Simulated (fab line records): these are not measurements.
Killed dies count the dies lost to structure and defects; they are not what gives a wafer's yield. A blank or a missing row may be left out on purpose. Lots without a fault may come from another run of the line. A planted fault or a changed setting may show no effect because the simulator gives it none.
fab line records -- flow gf180mcu
[record] lots = 11, wafers = 33, lastDay = 34
route steps=602 shown STI@15 NWELL@52 LVPWELL@64 PSD@259 SALICIDE@283
lots untouched by any fault: they come from a run of this same line in which no faults occurred
startH: the number of hours between the record's first day and the start of the first shown wafer of the lot -- waitH: hours elapsed since this lot's preceding step -- " same as the row above -- L1.1+2: a single row standing in for several wafers -- - no value, or no start was given -- * or withheld: withheld -- < > ~ a bound
route shown NAME@n: NAME is a module with steps in the file, n the number in the route of the first one -- usual: mean and standard deviation over wafers with no fault -- same: alike in all rows -- chamber/n: place in a boat -- sites: per-site readings -- _std_site: the values' standard deviation -- _edge_site: outer sites' mean less inner sites' -- radiusMm: how far each site lies from the wafer's centre -- mask NAME#n: copy n -- behind: the last tool/chamber to shape the wafer -- hold: the reason the lot was held/the length of the hold in hours/how it ended -- device: whichever transistor did not switch (one of n, p or np) -- end of line: the same wafers' tests at the end of the route -- for a step that has no rows: nothing shown but its recipe -- killed: count of dies lost to structure and defects at first sort (not the wafer's yield) -- map: a wafer's dies, x killed, . not, _ none there
set.NAME: setting as actually run; set.NAME@STEP: the setting as run at that earlier step -- model.NAME: the simulator's own value behind a step, which no gauge read
route steps across a sampled set of lots; one table per step, one row per wafer
services: the hour from which a tool's chamber was out of use, counted from the record's first day as startH (under 0 if before that day), plus the number of hours and why
[[steps]]
[step GF_STI_ETCH_14]
[recipe] target = Si, chemistry = HBr/Cl2/O2, targetDepthNm = 360, icpW = 600, biasW = 150, pressureMtorr = 15, HBr_flow_sccm = 150, Cl2_flow_sccm = 40, O2_flow_sccm = 6, timeS = 102.9
[usual] HBr_flow_sccm = 149.9/0.47, drypumpMotorCurrentA = 5.9/0.46, oesProductAu = 1.000/0.0069, throttleValvePct = 25.657/0.01
lot.wafer,tool,chamber,startH,waitH,HBr_flow_sccm,drypumpMotorCurrentA,oesProductAu,rfHoursCounterH,throttleValvePct
L561.1,rieSi-01,1,25.63,0.0,150.3,6.1,1.007,138,25.653
L561.4,rieSi-01,3,25.63,0.0,149.4,6.5,0.997,103,25.659
L561.6,rieSi-01,0,25.63,0.0,149.6,5.9,0.999,-,25.652
L563.2,rieSi-02,2,37.73,0.0,150.4,6.5,1.006,148,25.652
L563.3,rieSi-02,3,37.73,0.0,149.4,5.9,1.008,102,25.655
L563.5,rieSi-02,1,37.73,0.0,149.4,5.2,1.005,-,25.663
L565.1,rieSi-01,0,45.30,0.0,149.6,5.9,1.004,2,25.655
L565.2,rieSi-01,2,45.30,0.0,150.3,5.5,1.002,7,25.659
L565.3,rieSi-01,3,45.30,0.0,150.1,6.5,0.997,103,25.659
L568.3,rieSi-01,0,63.30,0.0,150.1,5.9,1.008,2,25.658
L568.5,rieSi-01,2,63.30,0.0,149.4,5.5,1.001,-,25.656
L568.6,rieSi-01,1,63.30,0.0,149.3,6.2,0.989,-,25.657
L569.1,rieSi-01,3,69.63,0.0,150.1,6.5,0.994,104,25.678
L569.3,rieSi-01,1,69.63,0.0,149.7,6.2,0.994,139,25.658
L569.5,rieSi-01,0,69.63,0.0,149.9,5.9,1.005,-,25.653
L571.3,rieSi-02,2,79.03,0.0,149.9,6.5,1.004,149,25.663
L571.4,rieSi-02,0,79.03,0.0,149.7,5.3,0.997,24,25.654
L571.5,rieSi-02,3,79.03,0.0,149.9,5.9,0.997,-,25.644
L580.3,rieSi-01,1,124.13,0.0,150.4,6.2,1.003,139,25.640
L580.5,rieSi-01,2,124.13,0.0,149.8,5.5,1.014,-,25.647
L580.6,rieSi-01,1,124.13,0.0,150.1,6.2,1.001,-,25.673
L581.2,rieSi-02,0,128.13,0.0,149.2,5.3,1.003,25,25.659
L581.4,rieSi-02,2,128.13,0.0,149.2,6.5,0.996,-,25.657
L581.5,rieSi-02,3,128.13,0.0,150.1,5.9,1.006,-,25.648
L582.3,rieSi-02,3,134.15,0.0,149.3,5.9,1.003,103,25.658
L582.4,rieSi-02,2,134.15,0.0,151.2,6.5,0.990,0,25.660
L582.6,rieSi-02,2,134.15,0.0,150.9,6.5,0.993,-,25.671
L583.1,rieSi-02,3,140.80,0.0,149.9,5.9,0.997,103,25.644
L583.2,rieSi-02,1,140.80,0.0,149.8,5.2,0.997,84,25.665
L583.5,rieSi-02,2,140.80,0.0,150.0,6.5,0.993,-,25.640
L584.3,rieSi-01,3,144.68,0.0,149.6,6.5,1.005,104,25.666
L584.4,rieSi-01,2,144.68,0.0,150.8,5.5,0.998,-,25.669
L584.6,rieSi-01,3,144.68,0.0,149.8,6.5,1.000,-,25.654
[step GF_NWELL_STRIP_10]
[recipe] chemistry = O2/N2, powerW = 1400, pressureMtorr = 1500, platenTempC = 250, o2FlowSccm = 3000, n2FlowSccm = 300, overashFraction = 0.5
[usual] drypumpMotorCurrentA = 5.5/0.56, heaterPowerW = 334/41, oesProductAu = 0.722/0.0038, stripTimeToEndpointS = 36.88/0.13
lot.wafer,tool,chamber,startH,waitH,drypumpMotorCurrentA,heaterPowerW,oesProductAu,rfHoursCounterH,stripTimeToEndpointS
L561.1,plasmaAsher-01,1,55.85,0.1,5.4,282,0.715,26,37.02
L561.4,plasmaAsher-01,1,55.85,0.1,5.5,282,0.727,-,36.92
L561.6,plasmaAsher-01,0,55.85,0.1,4.8,311,0.721,-,36.90
L563.2,plasmaAsher-04,0,69.20,0.1,5.2,359,0.724,40,36.87
L563.3,plasmaAsher-04,1,69.20,0.1,6.5,400,0.716,-,36.81
L563.5,plasmaAsher-04,1,69.20,0.1,6.4,410,0.719,-,36.88
L565.1,plasmaAsher-01,1,84.67,0.1,5.4,281,0.723,30,36.89
L565.2,plasmaAsher-01,0,84.67,0.1,4.8,316,0.729,30,36.83
L565.3,plasmaAsher-01,1,84.67,0.1,5.5,279,0.725,-,36.91
L568.3,plasmaAsher-04,1,97.13,0.1,6.4,408,0.717,-,36.75
L568.5,plasmaAsher-04,0,97.13,0.1,5.2,355,0.720,-,36.84
L568.6,plasmaAsher-04,1,97.13,0.1,6.4,405,0.725,-,36.73
L569.1,plasmaAsher-04,1,102.80,0.1,6.5,392,0.727,44,36.76
L569.3,plasmaAsher-04,0,102.80,0.1,5.2,347,0.723,-,36.77
L569.5,plasmaAsher-04,1,102.80,0.1,6.4,405,0.717,-,36.71
L571.3,plasmaAsher-04,0,112.85,0.1,5.2,348,0.959,-,-
L571.4,plasmaAsher-04,1,112.85,0.1,6.5,391,0.955,-,-
L571.5,plasmaAsher-04,0,112.85,0.1,5.2,356,0.955,-,-
L580.3,plasmaAsher-01,1,161.23,0.1,5.4,287,0.720,-,36.72
L580.5,plasmaAsher-01,0,161.23,0.1,4.8,309,0.721,-,36.81
L580.6,plasmaAsher-01,1,161.23,0.1,5.4,284,0.724,-,36.78
L581.2,plasmaAsher-01,1,165.92,0.1,5.4,289,0.724,37,36.79
L581.4,plasmaAsher-01,0,165.92,0.1,4.8,313,0.725,-,36.72
L581.5,plasmaAsher-01,1,165.92,0.1,5.4,286,0.727,-,36.70
L582.3,plasmaAsher-01,0,172.25,0.1,4.8,309,0.727,-,36.88
L582.4,plasmaAsher-01,1,172.25,0.1,5.4,281,0.721,-,36.83
L582.6,plasmaAsher-01,0,172.25,0.1,4.8,318,0.728,-,36.85
L583.1,plasmaAsher-04,1,179.27,0.1,6.4,409,0.721,54,36.91
L583.2,plasmaAsher-04,0,179.27,0.1,5.2,346,0.721,54,36.79
L583.5,plasmaAsher-04,0,179.27,0.1,5.2,346,0.727,-,36.88
L584.3,plasmaAsher-04,1,182.25,0.1,6.4,399,0.721,-,36.90
L584.4,plasmaAsher-04,0,182.25,0.1,5.2,347,0.723,-,36.96
L584.6,plasmaAsher-04,0,182.25,0.1,5.2,349,0.720,-,36.86
[step GF_LVPWELL_STRIP_10]
[recipe] chemistry = O2/N2, powerW = 1400, pressureMtorr = 1500, platenTempC = 250, o2FlowSccm = 3000, n2FlowSccm = 300, overashFraction = 0.5
[usual] drypumpMotorCurrentA = 5.6/0.61, heaterPowerW = 335/39, oesProductAu = 0.722/0.0048, stripTimeToEndpointS = 36.25/0.082
lot.wafer,tool,chamber,startH,waitH,drypumpMotorCurrentA,heaterPowerW,oesProductAu,rfHoursCounterH,stripTimeToEndpointS
L561.1,plasmaAsher-01,1,69.02,0.1,5.4,285,0.718,28,36.20
L561.4,plasmaAsher-01,0,69.02,0.1,4.8,323,0.721,-,36.38
L561.6,plasmaAsher-01,0,69.02,0.1,4.8,318,0.726,-,36.25
L563.2,plasmaAsher-04,0,83.55,0.1,5.2,345,0.722,42,36.19
L563.3,plasmaAsher-04,1,83.55,0.1,6.4,390,0.734,-,36.35
L563.5,plasmaAsher-04,0,83.55,0.1,5.2,364,0.733,-,36.31
L565.1,plasmaAsher-04,1,99.22,0.1,6.4,390,0.716,44,36.19
L565.2,plasmaAsher-04,0,99.22,0.1,5.2,351,0.724,44,36.23
L565.3,plasmaAsher-04,1,99.22,0.1,6.4,402,0.717,-,36.17
L568.3,plasmaAsher-01,1,112.15,0.1,5.4,284,0.722,-,36.15
L568.5,plasmaAsher-01,0,112.15,0.1,4.8,317,0.730,-,36.14
L568.6,plasmaAsher-01,1,112.15,0.1,5.4,281,0.720,-,36.15
L569.1,plasmaAsher-01,1,118.27,0.1,5.4,279,0.726,33,36.40
L569.3,plasmaAsher-01,1,118.27,0.1,5.4,280,0.720,-,36.34
L569.5,plasmaAsher-01,1,118.27,0.1,5.4,282,0.725,-,36.46
L571.3,plasmaAsher-04,0,127.83,0.1,5.2,348,0.725,-,49.77
L571.4,plasmaAsher-04,1,127.83,0.1,6.4,401,0.731,-,49.67
L571.5,plasmaAsher-04,0,127.83,0.1,5.2,354,0.724,-,49.72
L580.3,plasmaAsher-01,0,178.03,0.1,4.8,308,0.725,-,36.13
L580.5,plasmaAsher-01,0,178.03,0.1,4.8,307,0.724,-,36.23
L580.6,plasmaAsher-01,1,178.03,0.1,5.4,290,0.719,-,36.23
L581.2,plasmaAsher-01,1,182.57,0.1,5.4,287,0.726,39,36.26
L581.4,plasmaAsher-01,1,182.57,0.1,5.4,285,0.720,-,36.29
L581.5,plasmaAsher-01,0,182.57,0.1,4.8,315,0.715,-,36.20
L582.3,plasmaAsher-04,1,189.25,0.1,6.4,405,0.721,-,36.15
L582.4,plasmaAsher-04,0,189.25,0.1,5.2,347,0.723,-,36.10
L582.6,plasmaAsher-04,0,189.25,0.1,5.2,355,0.717,-,36.12
L583.1,plasmaAsher-02,1,196.52,0.1,6.5,327,0.726,53,36.33
L583.2,plasmaAsher-02,0,196.52,0.1,5.6,345,0.727,53,36.37
L583.5,plasmaAsher-02,1,196.52,0.1,6.5,326,0.721,-,36.26
L584.3,plasmaAsher-01,1,199.58,0.1,5.4,276,0.715,-,36.20
L584.4,plasmaAsher-01,0,199.58,0.1,4.8,311,0.718,-,36.26
L584.6,plasmaAsher-01,1,199.58,0.1,5.4,290,0.715,-,36.18
[step GF_LVPWELL_TW_MEAS_11]
[usual] LVPWELL_TW = 559/3.1
lot.wafer,tool,chamber,startH,waitH,hold,LVPWELL_TW
L561.1,filmMetro-04,-,69.12,0.1,-,552
L561.4,filmMetro-04,-,69.12,0.1,-,554
L561.6,filmMetro-04,-,69.12,0.1,-,555
L563.2,filmMetro-02,-,83.66,0.1,-,560
L563.3,filmMetro-02,-,83.66,0.1,-,558
L563.5,filmMetro-02,-,83.66,0.1,-,554
L565.1,filmMetro-01,-,99.32,0.1,-,560
L565.2,filmMetro-01,-,99.32,0.1,-,561
L565.3,filmMetro-01,-,99.32,0.1,-,562
L568.3,filmMetro-04,-,112.24,0.1,-,554
L568.5,filmMetro-04,-,112.24,0.1,-,557
L568.6,filmMetro-04,-,112.24,0.1,-,555
L569.1,filmMetro-02,-,118.37,0.1,-,562
L569.3,filmMetro-02,-,118.37,0.1,-,559
L569.5,filmMetro-02,-,118.37,0.1,-,561
L571.3,filmMetro-02,-,127.92,0.1,awaitDispo/0.2h/release,30
L571.4,filmMetro-02,-,127.92,0.1,awaitDispo/0.2h/release,30
L571.5,filmMetro-02,-,127.92,0.1,awaitDispo/0.2h/release,30
L571.3,filmMetro-02,-,128.15,0.2,-,30
L571.4,filmMetro-02,-,128.15,0.2,-,30
L571.5,filmMetro-02,-,128.15,0.2,-,30
L580.3,filmMetro-04,-,178.12,0.1,-,558
L580.5,filmMetro-04,-,178.12,0.1,-,560
L580.6,filmMetro-04,-,178.12,0.1,-,558
L581.2,filmMetro-02,-,182.68,0.1,-,562
L581.4,filmMetro-02,-,182.68,0.1,-,559
L581.5,filmMetro-02,-,182.68,0.1,-,557
L582.3,filmMetro-02,-,189.34,0.1,-,559
L582.4,filmMetro-02,-,189.34,0.1,-,559
L582.6,filmMetro-02,-,189.34,0.1,-,558
L583.1,filmMetro-04,-,196.62,0.1,-,557
L583.2,filmMetro-04,-,196.62,0.1,-,559
L583.5,filmMetro-04,-,196.62,0.1,-,560
L584.3,filmMetro-01,-,199.67,0.1,-,559
L584.4,filmMetro-01,-,199.67,0.1,-,559
L584.6,filmMetro-01,-,199.67,0.1,-,561
[step GF_PSD_TW_MEAS_11]
[usual] PSD_TW = 3190/16
lot.wafer,tool,chamber,startH,waitH,PSD_TW
L561.1,filmMetro-03,-,323.77,0.1,3209
L561.4,filmMetro-03,-,323.77,0.1,3207
L561.6,filmMetro-03,-,323.77,0.1,3209
L563.2,filmMetro-03,-,343.54,0.1,3184
L563.3,filmMetro-03,-,343.54,0.1,3181
L563.5,filmMetro-03,-,343.54,0.1,3206
L565.1,filmMetro-03,-,367.63,0.1,3211
L565.2,filmMetro-03,-,367.63,0.1,3224
L565.3,filmMetro-03,-,367.63,0.1,3225
L568.3,filmMetro-01,-,385.90,0.1,3158
L568.5,filmMetro-01,-,385.90,0.1,3179
L568.6,filmMetro-01,-,385.90,0.1,3174
L569.1,filmMetro-02,-,396.68,0.1,3180
L569.3,filmMetro-02,-,396.68,0.1,3177
L569.5,filmMetro-02,-,396.68,0.1,3182
L580.3,filmMetro-01,-,495.24,0.1,3174
L580.5,filmMetro-01,-,495.24,0.1,3165
L580.6,filmMetro-01,-,495.24,0.1,3173
L581.2,filmMetro-02,-,496.19,0.1,3198
L581.4,filmMetro-02,-,496.19,0.1,3216
L581.5,filmMetro-02,-,496.19,0.1,3192
L582.3,filmMetro-03,-,502.14,0.1,3192
L582.4,filmMetro-03,-,502.14,0.1,3193
L582.6,filmMetro-03,-,502.14,0.1,3179
L584.3,filmMetro-03,-,519.55,0.1,3200
L584.4,filmMetro-03,-,519.55,0.1,3195
L584.6,filmMetro-03,-,519.55,0.1,3186
L583.1,filmMetro-01,-,521.23,0.1,3170
L583.2,filmMetro-01,-,521.23,0.1,3164
L583.5,filmMetro-01,-,521.23,0.1,3165
[step GF_SALICIDE_THK_MEAS_05]
[recipe] thkMeasGauge = xrf, reads = TiN_of_SALICIDE_SPUTTER_03
[usual] SALICIDE_TIN_THK = 20.07/0.24
lot.wafer,tool,chamber,startH,waitH,SALICIDE_TIN_THK[nm]
L561.1,filmMetro-03,-,346.04,0.1,19.78
L561.4,filmMetro-03,-,346.04,0.1,19.89
L561.6,filmMetro-03,-,346.04,0.1,19.90
L563.2,filmMetro-01,-,366.13,0.1,20.32
L563.3,filmMetro-01,-,366.13,0.1,20.60
L563.5,filmMetro-01,-,366.13,0.1,20.25
L565.1,filmMetro-01,-,391.69,0.1,19.89
L565.2,filmMetro-01,-,391.69,0.1,19.82
L565.3,filmMetro-01,-,391.69,0.1,19.88
L568.3,filmMetro-01,-,410.29,0.1,20.21
L568.5,filmMetro-01,-,410.29,0.1,20.45
L568.6,filmMetro-01,-,410.29,0.1,20.35
L569.1,filmMetro-03,-,421.54,0.1,20.14
L569.3,filmMetro-03,-,421.54,0.1,20.13
L569.5,filmMetro-03,-,421.54,0.1,20.04
L580.3,filmMetro-01,-,519.97,0.1,20.51
L580.5,filmMetro-01,-,519.97,0.1,20.51
L580.6,filmMetro-01,-,519.97,0.1,20.58
L581.2,filmMetro-03,-,521.22,0.1,20.33
L581.4,filmMetro-03,-,521.22,0.1,20.19
L581.5,filmMetro-03,-,521.22,0.1,20.14
L582.3,filmMetro-04,-,526.41,0.1,20.02
L582.4,filmMetro-04,-,526.41,0.1,19.88
L582.6,filmMetro-04,-,526.41,0.1,20.01
L584.3,filmMetro-01,-,543.38,0.1,20.18
L584.4,filmMetro-01,-,543.38,0.1,20.35
L584.6,filmMetro-01,-,543.38,0.1,20.51
L583.1,filmMetro-04,-,545.81,0.1,20.11
L583.2,filmMetro-04,-,545.81,0.1,20.15
L583.5,filmMetro-04,-,545.81,0.1,20.20
[[services]]
tool,chamber,startH,hours,kind
plasmaAsher-02,-,81.39,2.8,pm
rieSi-02,2,90.86,-,clean
rieSi-02,2,90.86,15.2,scheduledDown
rieSi-02,2,90.86,15.2,ventCycle
rieSi-01,-,98.56,0.1,repair
rieSi-02,1,101.97,28.1,repair
rieSi-02,0,129.31,2.6,repair
rieSi-01,3,131.32,1.0,repair
rieSi-01,1,132.29,-,clean
rieSi-01,1,132.29,25.0,scheduledDown
rieSi-01,1,132.29,25.0,ventCycle
plasmaAsher-01,-,134.91,9.1,repair
rieSi-02,-,149.33,0.7,repair
plasmaAsher-02,-,162.93,11.6,repair
[[key]]
[firstSign] step = GF_NWELL_STRIP_10, reading = oesProductAu, direction = up, sigmas = 62, usual = 0.722, struck = 0.957
[effect] step = GF_LVPWELL_STRIP_10, reading = stripTimeToEndpointS, direction = up, sigmas = 99+, usual = *, struck = *
[effect] step = GF_LVPWELL_TW_MEAS_11, reading = visit, direction = added
[effect] step = GF_LVPWELL_TW_MEAS_11, reading = LVPWELL_TW, direction = down, sigmas = 99+, usual = 559, struck = 30
metAt GF_NWELL_STRIP_10
struckLots L571
scrappedBehind GF_LVPWELL_TW_MEAS_11 L571.3,L571.4,L571.5
notActingAt GF_STI_ETCH_14,GF_PSD_TW_MEAS_11,GF_SALICIDE_THK_MEAS_05
onsetBetween 102.80 112.85
[fault] kind = stripAborted, tool = plasmaAsher-04, chamber = -, onsetH = 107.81, steps = GF_NWELL_STRIP_10, offset = 0.57679, endH = 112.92
